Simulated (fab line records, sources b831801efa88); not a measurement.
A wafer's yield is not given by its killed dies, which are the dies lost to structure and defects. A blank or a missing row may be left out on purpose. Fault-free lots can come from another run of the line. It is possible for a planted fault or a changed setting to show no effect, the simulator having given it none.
Problem report in the 8D (eight disciplines) form, filled by code ; flow sky130 ; the parts of the form that need people (team, actions taken, sign-off) are left out

## 1. WHAT WENT WRONG
SPACER_CVD_00_THK at SKY_SPACER_THK_MEAS_01 reads a mean of 52.3 nm on 6 wafers of 2 lots; wafers without a fault read 43.0 nm with a standard deviation of 0.41. Measured from the usual mean, that is +23 standard deviations.
First seen on wafer L411.1, day 24 23:10, on film metro-04. The record has a number at this step for 42 wafers belonging to 14 lots. Rule for "out", or "out of limits": more than 4 standard deviations from the usual mean. The rest of the wafers with a number are treated as sound.

## 2. WHAT IT IS, WHAT IT ISN'T
question;is;is not
which readings at this step;SPACER_CVD_00_THK;-
which lots;L411, L413;L406, L408, L409, L410, L421, L422, L423, L425, L426, L427, L428, L429
which wafers of those lots;all that have a number;-
read on which gauges;film metro-04;film metro-01, film metro-03
when;from day 24 23:10;"up to then (12 sound wafers); but 24 sound wafers of L421, L422, L423, L425, L426, L427, L428, L429 came after"

## 3. WHAT RULES OUT EACH SUSPECT
Counting: a tool at a process step up to the reading stays a suspect if it ran every lot that is out and no sound lot after the first of them.
- the gauge at SKY_SPACER_THK_MEAS_01: ruled out. All the wafers that are out were read on film metro-04, but those of them that SKY_SPACER_CVD_00 has rows for are out there too, on other tools.
- lpcvd-02 at SKY_SPACER_CVD_00 (deposits Si3N4 from DCS/NH3, target thk 43.1 nm, time 740 s): ruled out as a lasting fault. The sound lots L421, L422, L425, L423, L426, L427, L428, L429 went through it after L411, its earliest lot that is out (day 24 21:57).
Left after counting: nothing in the record.

## 4. THE CAUSE (what the simulator had put in)
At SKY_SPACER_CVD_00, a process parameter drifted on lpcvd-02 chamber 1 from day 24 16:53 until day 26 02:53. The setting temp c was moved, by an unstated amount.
It was ruled out by counting, in error; the rule expects a fault to strike all lots run on its tool from its start on, and this fault did not.

## 5. SEQUENCE OF EFFECTS, ordered by route
Each row: a reading where the mean over the struck wafers with a number is more than 3 standard deviations away from the usual. Only readings for which the record gives a usual standard deviation are gone through. hours: the time from each lot's start at the first step in this table that gives one to its start at this step, as a median over the lots. sigmas: the change in usual standard deviations.
hours;step;reading;usual;on struck wafers;change;sigmas
0;SKY_SPACER_CVD_00;spike tc bottom C;789.2 C;799.0;+9.8;+9.8
0;SKY_SPACER_CVD_00;spike tc centre C;770.3 C;781.0;+10.7;+11
0;SKY_SPACER_CVD_00;spike tc lower C;771.7 C;780.6;+8.9;+6.8
0;SKY_SPACER_CVD_00;spike tc top C;783.6 C;793.4;+9.8;+8.2
0;SKY_SPACER_CVD_00;spike tc upper C;769.2 C;780.2;+11.0;+10
0;SKY_SPACER_CVD_00;susceptor temp C;770.0 C;780.3;+10.3;+28
1;SKY_SPACER_THK_MEAS_01;SPACER_CVD_00_THK;43.0 nm;52.3;+9.3;+23
1;SKY_SPACER_ETCHBACK_02;oes product au;0.854 a.u.;0.954;+0.100;+15
Here are the process steps it includes:
- SKY_SPACER_CVD_00: deposits Si3N4 from DCS/NH3, target thk 43.1 nm, time 740 s.
- SKY_SPACER_ETCHBACK_02: etches Si3N4 in CH3F/O2, stops on SiO2, time 46.7 s, target depth 45 nm.
At these later measuring or inspecting steps, every struck wafer for which the step has a row has a number for every such reading, and none has moved that far: SKY_METAL1_RS_MEAS_05, SKY_METAL1_CD_MEAS_15.

## 6. HOW IT WOULD HAVE BEEN CAUGHT EARLIER
6 hours passed between the start of the fault at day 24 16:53 and the first reading out of limits at a measuring or inspecting step in this record, taken at day 24 23:10.
The tool's own readings at SKY_SPACER_CVD_00 were out on every struck wafer that the step has a row for (spike tc bottom C, spike tc centre C, spike tc lower C, spike tc top C, spike tc upper C, susceptor temp C): an alarm limit on them would have fired on the first of those.
